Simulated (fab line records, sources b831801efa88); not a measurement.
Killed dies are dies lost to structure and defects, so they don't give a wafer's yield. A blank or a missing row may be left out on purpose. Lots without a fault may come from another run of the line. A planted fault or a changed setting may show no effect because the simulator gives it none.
A struck lot beside a sound one | flow sfq_line | 19 steps out of a route of 325
Sound: wafers L771.1, L771.2, L771.5. Struck: wafers L768.1, L768.4, L768.6. The cause comes at the end.
At each step with rows: each side's tool, then ch and its chambers, then its first start. Under that, the readings that differ: sound wafers | struck wafers | difference of the means | sigmas: that difference in standard deviations of wafers without a fault.
alike: readings whose means differ by less than 2 such deviations, and words and numbers that are the same on both sides. not compared: withheld readings, readings that some wafer has no value for, bounds like >300 that may hide the same value, and numbers for which the record gives no deviation and whose values overlap.
The two part at a step that has a row with sigmas, a row that says differs or no value, or rows on one side only. Numbers that don't overlap but have no deviation are shown without sigmas and don't part them. A reading that every wafer of one side lacks parts them only if that side has two wafers or more.

SFQ_M1_OVL_MEAS_911:
  sound on overlay-02, day 24 00:50; struck on overlay-02, day 22 22:03
  alike: M1_OVL
SFQ_TRILAYER_M1_BARC_OPEN_METAL_ETCH_054: etches BARC in O2, target depth 125 nm, time 41.7 s.
  sound on rie_metal-03 ch 0,1, day 24 00:52; struck on rie_metal-01 ch 0,1, day 22 22:05
  alike: bias_w, drypump_motor_current_A, oes_product_au
  not compared: rf_hours_counter_h
SFQ_TRILAYER_M1_ETCH_METAL_ETCH_042: etches Nb in Cl2/Ar, stops on SiO2, target depth 240 nm, time 120 s.
  sound on rie_metal-03 ch 0,1, day 24 00:56; struck on rie_metal-01 ch 0,1, day 22 22:08
  alike: bias_w, drypump_motor_current_A, oes_product_au
  not compared: rf_hours_counter_h
SFQ_TRILAYER_M1_STRIP_STRIP_043: strips in O2.
  sound on rie_metal-03 ch 0,1, day 24 01:03; struck on rie_metal-01 ch 0,1, day 22 22:16
  alike: drypump_motor_current_A, oes_product_au
  not compared: rf_hours_counter_h
then, 1 step without rows for these wafers: SFQ_TRILAYER_M1_STRIP_SOLV_CLEAN_044 (cleans in NMP, time 600 s).
SFQ_TRILAYER_I1_DEP_PECVD_045: deposits SiO2 from SiH4/N2O, time 111.11 s, target thk 500 nm.
  sound on pecvd-01 ch 0,1, day 24 01:50; struck on pecvd-03 ch 0,1,2, day 22 23:02
  alike: heater_power_w, throttle_valve_pct
then, 1 step without rows for these wafers: SFQ_TRILAYER_I1_CMP_CMP_046 (polishes SiO2).
SFQ_I1_BOW_MEAS_912:
  sound on film_metro-03, day 24 04:55; struck on film_metro-04, day 23 02:07
  alike: I1_BOW
then, 4 steps without rows for these wafers: SFQ_TRILAYER_I1_METRO_MEASURE_047; SFQ_TRILAYER_I1_VIA_LITHO_COAT_054 (resist thk 62 nm); SFQ_TRILAYER_I1_VIA_LITHO_COAT_049 (resist thk 650 nm); SFQ_TRILAYER_I1_VIA_LITHO_SOFTBAKE_053.
-- the record jumps here: 6 days lie between the struck wafers' starts before and after --
SFQ_TRILAYER_I1_VIA_LITHO_EXPOSE_050: exposes mask I1, target cd 500 nm.
  sound on krf_scanner-01 ch 0, day 30 19:35; struck on krf_scanner-02 ch 0, day 29 12:55
  reading              | sound                | struck               | difference | sigmas
  exposure_dose_mJ_cm2 | 21.303 21.279 21.310 | 21.916 21.930 21.912 | +0.622     | +31
  alike: mask, reticle_temp_C
then, 2 steps without rows for these wafers: SFQ_TRILAYER_I1_VIA_LITHO_PEB_052 (peb time 60 s); SFQ_TRILAYER_I1_VIA_LITHO_DEVELOP_051 (time 60 s).
SFQ_I1_OVL_MEAS_913:
  sound on overlay-01, day 30 21:05; struck on overlay-01, day 29 14:25
  alike: I1_OVL
SFQ_TRILAYER_I1_VIA_BARC_OPEN_VIA_ETCH_071: etches BARC in O2, target depth 125 nm, time 41.7 s.
  sound on rie_diel-04 ch 1,2, day 30 21:07; struck on rie_diel-03 ch 0,1,2, day 29 14:26
  reading             | sound             | struck          | difference | sigmas
  model.I1.cd_nm (nm) | 497.9 497.6 498.2 | 506.3 502.9 504 | +6.5       |
  alike: bias_w, drypump_motor_current_A, oes_product_au
  not compared: rf_hours_counter_h
SFQ_TRILAYER_I1_VIA_ETCH_VIA_ETCH_052: etches SiO2 in CHF3, stops on Nb, target depth 260 nm.
  sound on rie_diel-04 ch 1,2, day 30 21:09; struck on rie_diel-03 ch 0,1,2, day 29 14:29
  reading             | sound             | struck            | difference | sigmas
  model.I1.cd_nm (nm) | 498.3 496.7 499.4 | 506.3 504.1 502.3 | +6.1       |
  alike: bias_w, drypump_motor_current_A, oes_product_au
SFQ_TRILAYER_I1_VIA_STRIP_STRIP_053: strips in O2.
  sound on rie_metal-02 ch 0,1, day 30 21:16; struck on rie_metal-02 ch 0, day 29 14:36
  alike: drypump_motor_current_A, oes_product_au
  not compared: rf_hours_counter_h

WHERE THEY PART
Only at SFQ_TRILAYER_I1_VIA_LITHO_EXPOSE_050, within this record. Later steps at which nothing parts them and some readings are alike: SFQ_I1_OVL_MEAS_913, SFQ_TRILAYER_I1_VIA_BARC_OPEN_VIA_ETCH_071, SFQ_TRILAYER_I1_VIA_ETCH_VIA_ETCH_052, SFQ_TRILAYER_I1_VIA_STRIP_STRIP_053.

WHY: what the simulator had put in
Process parameter drift: krf_scanner-02, from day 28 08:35 on, at SFQ_TRILAYER_I1_VIA_LITHO_EXPOSE_050. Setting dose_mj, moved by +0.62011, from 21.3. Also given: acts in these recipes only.
